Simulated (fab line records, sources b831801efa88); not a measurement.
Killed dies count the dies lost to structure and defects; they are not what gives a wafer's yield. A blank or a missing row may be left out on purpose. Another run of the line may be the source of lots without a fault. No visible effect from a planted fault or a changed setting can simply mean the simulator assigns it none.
8D (eight disciplines) problem report, filled in by code | flow sky130 | the parts of the form that need people (team, actions taken, sign-off) are left out

== 1. WHAT WENT WRONG ==
Wafers free of any fault read 198.5 (standard deviation 1.2) for SONOS_TUNNEL_TW at SKY_SONOS_TUNNEL_TW_MEAS_12, against a mean of 208.5 on 6 wafers of 2 lots. Relative to the usual mean, that is a shift of +8.3 standard deviations.
Earliest sighting: wafer L638.2 on film_metro-01 at day 14 19:16. The record holds 36 wafers of 12 lots with a number at this step. Rule for "out" (also "out of limits"): further than 4 standard deviations from the usual mean. Any other wafer with a number is counted as sound.

== 2. WHAT IT IS AND WHAT IT IS NOT ==
question                    | is                     | is not
which readings at this step | SONOS_TUNNEL_TW        | -
which lots                  | L638, L642             | L628, L629, L630, L633, L636, L641, L645, L649, L650, L651
which wafers of those lots  | all that have a number | -
read on which gauges        | film_metro-01          | film_metro-02, film_metro-03
when                        | from day 14 19:16      | up to then (15 sound wafers); but 15 sound wafers of L641, L645, L649, L650, L651 came after

== 3. SUSPECTS, AND WHAT RULES EACH OUT ==
Counting: a tool at any process step up to the reading remains a suspect when it ran all the lots that are out and ran no sound lot after the first of those.
- the gauge at SKY_SONOS_TUNNEL_TW_MEAS_12 is ruled out. All the wafers that are out were read on film_metro-01, but those of them that SKY_SONOS_TUNNEL_IMPLANT_09 has rows for are out there too, on other tools.
- implanter-02 at SKY_SONOS_TUNNEL_IMPLANT_09: kept. It ran every lot that is out, first L638 (day 14 18:52), and no sound lot after that; its last sound lot up to then is L636 (day 13 21:02). Out on those wafers are its own readings of beam_energy_keV.
Left after counting: implanter-02 at SKY_SONOS_TUNNEL_IMPLANT_09.

== 4. THE CAUSE (what the simulator had put in) ==
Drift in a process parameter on implanter-02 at SKY_SONOS_TUNNEL_IMPLANT_09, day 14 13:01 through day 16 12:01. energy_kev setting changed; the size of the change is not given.
Only this tool survived the counting.

== 5. THE EFFECT CHAIN, in route order ==
Rows list readings where the struck wafers' mean (over those with a number) sits beyond 3 standard deviations from the usual. Only readings for which the record gives a usual standard deviation are gone through. hours: the time from each lot's start at the first step in this table that gives one to its start at this step, as a median over the lots. sigmas: the change in usual standard deviations.
hours | step                        | reading         | usual  | on struck wafers | change | sigmas
0     | SKY_SONOS_TUNNEL_IMPLANT_09 | beam_energy_keV | 20.000 | 25.485           | +5.485 | +99 or more
0     | SKY_SONOS_TUNNEL_TW_MEAS_12 | SONOS_TUNNEL_TW | 198.5  | 208.5            | +10.0  | +8.3
The process steps in it:
- SKY_SONOS_TUNNEL_IMPLANT_09
Later steps that measure or inspect, where all struck wafers having a row at the step show a number for every such reading and not one has moved that far: SKY_SONOS_ONO_THK_MEAS_05.

== 6. HOW IT WOULD HAVE BEEN CAUGHT EARLIER ==
6 hours passed between the start of the fault at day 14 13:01 and the first reading out of limits at a measuring or inspecting step in this record, taken at day 14 19:16.
The tool's own readings at SKY_SONOS_TUNNEL_IMPLANT_09 were out on every struck wafer that the step has a row for (beam_energy_keV): an alarm limit on them would have fired on the first of those.
Of the lots that are out (2), L642 began SKY_SONOS_TUNNEL_IMPLANT_09 on implanter-02 after day 14 19:16. Holding the tool at that time would have saved it.
